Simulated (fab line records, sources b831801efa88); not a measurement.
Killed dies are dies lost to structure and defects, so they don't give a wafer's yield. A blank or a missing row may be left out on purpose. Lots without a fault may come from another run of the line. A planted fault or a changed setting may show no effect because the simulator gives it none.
Which tool did it? | flow sky130 | 12 lots, 34 wafers sampled, at 3 steps of a route of 708

WHAT THE GAUGES READ, wafer by wafer
SKY_FIELD_ISO_THK_MEAS_23.
lot  | measured    | on            | FIELD_ISO_OXIDATION_01_THK (nm)
L278 | day 2 10:13 | film_metro-01 | 9.76 9.74 9.74
L281 | day 3 00:06 | film_metro-01 | 9.70 9.80 9.66
L282 | day 3 04:19 | film_metro-04 | 9.55 9.46 9.39
L283 | day 3 21:05 | film_metro-04 | 9.91 9.91 10.16
L286 | day 4 02:55 | film_metro-01 | 10.26 10.20
L287 | day 4 08:17 | film_metro-01 | 9.73 9.62
L294 | day 5 19:45 | film_metro-01 | 10.03 10.23 10.16
L295 | day 5 22:26 | film_metro-04 | 9.72 9.70 9.82
L298 | day 6 16:57 | film_metro-04 | 9.64 9.78 9.70
L299 | day 6 20:43 | film_metro-02 | 9.97 10.10 9.87
L300 | day 7 00:58 | film_metro-04 | 9.79 9.91 9.90
L301 | day 7 06:40 | film_metro-04 | 10.04 10.04 10.01

SKY_PWDE_TW_MEAS_10.
lot  | measured    | on            | PWDE_TW
L278 | day 4 02:49 | film_metro-04 | 375 377 379
L281 | day 4 13:34 | film_metro-02 | 372 371 373
L282 | day 5 06:42 | film_metro-04 | 379 378 378
L283 | day 5 14:07 | film_metro-03 | 371 370 369
L286 | day 5 18:19 | film_metro-03 | 369 370
L287 | day 6 00:09 | film_metro-04 | 377 376
L294 | day 7 16:27 | film_metro-04 | 375 378 376
L295 | day 7 19:54 | film_metro-04 | 377 377 378
L298 | day 8 15:17 | film_metro-04 | 375 375 375
L299 | day 8 19:34 | film_metro-02 | 378 376 376
L300 | day 8 22:16 | film_metro-04 | 373 373 376
L301 | day 9 05:44 | film_metro-03 | 370 372 372

SKY_SONOS_ONO_THK_MEAS_01.
lot  | measured     | on            | SONOS_ONO_OXIDATION_THK (nm)
L278 | day 11 18:22 | film_metro-02 | 2.71 2.66 2.65
L281 | day 12 13:40 | film_metro-02 | 2.59 2.59 2.64
L282 | day 13 09:26 | film_metro-01 | 2.66 2.66 2.70
L283 | day 13 21:44 | film_metro-04 | 2.60 2.54 2.53
L286 | day 14 03:26 | film_metro-04 | 2.59 2.57
L287 | day 14 09:53 | film_metro-02 | 2.50 2.52
L294 | day 16 17:38 | film_metro-04 | 2.62 2.59 2.58
L295 | day 16 21:44 | film_metro-04 | 2.59 2.60 2.55
L298 | day 18 01:25 | film_metro-04 | 2.71 2.62 2.73
L299 | day 18 08:57 | film_metro-04 | 2.66 2.64 2.67
L300 | day 18 13:30 | film_metro-04 | 2.63 2.67 2.68
L301 | day 18 22:43 | film_metro-04 | 2.64 2.64 2.65

WHICH TOOL RAN EACH LOT (tool, then ch and the chambers of the sampled wafers, then the start)
The record holds no process step before these readings.

WHAT THE TOOLS THEMSELVES READ (means of the sampled wafers that have a number; where no wafer has one, the mark that the record gives instead)
The record holds no such reading with a usual standard deviation.

THE ANSWER, worked out from the rows above alone
Rule: what is usual is taken from the lots themselves. Put in order of their means at a reading, lots are off if they are a third of the lots or fewer, leave a main group of 4 or more, and stand apart from it by a gap of 3 or more times the standard deviation of the main group's means; of several such gaps the widest counts. A main group whose means are all the same, to the digits that the tables above print for the reading, isn't used. A lot without any number at a reading at which 4 lots or more have one is off too. The other lots that the step has rows for count as sound. The gauges are gone through in route order, then the tools' own readings, and for those a lot's mean is taken as printed above. The first step at which some lot is off is used, and at that step the reading that is off furthest; a lot without a number counts as furthest.
No lot is off at any reading shown: from this, nothing can be told.

WHAT THE SIMULATOR HAD PUT IN
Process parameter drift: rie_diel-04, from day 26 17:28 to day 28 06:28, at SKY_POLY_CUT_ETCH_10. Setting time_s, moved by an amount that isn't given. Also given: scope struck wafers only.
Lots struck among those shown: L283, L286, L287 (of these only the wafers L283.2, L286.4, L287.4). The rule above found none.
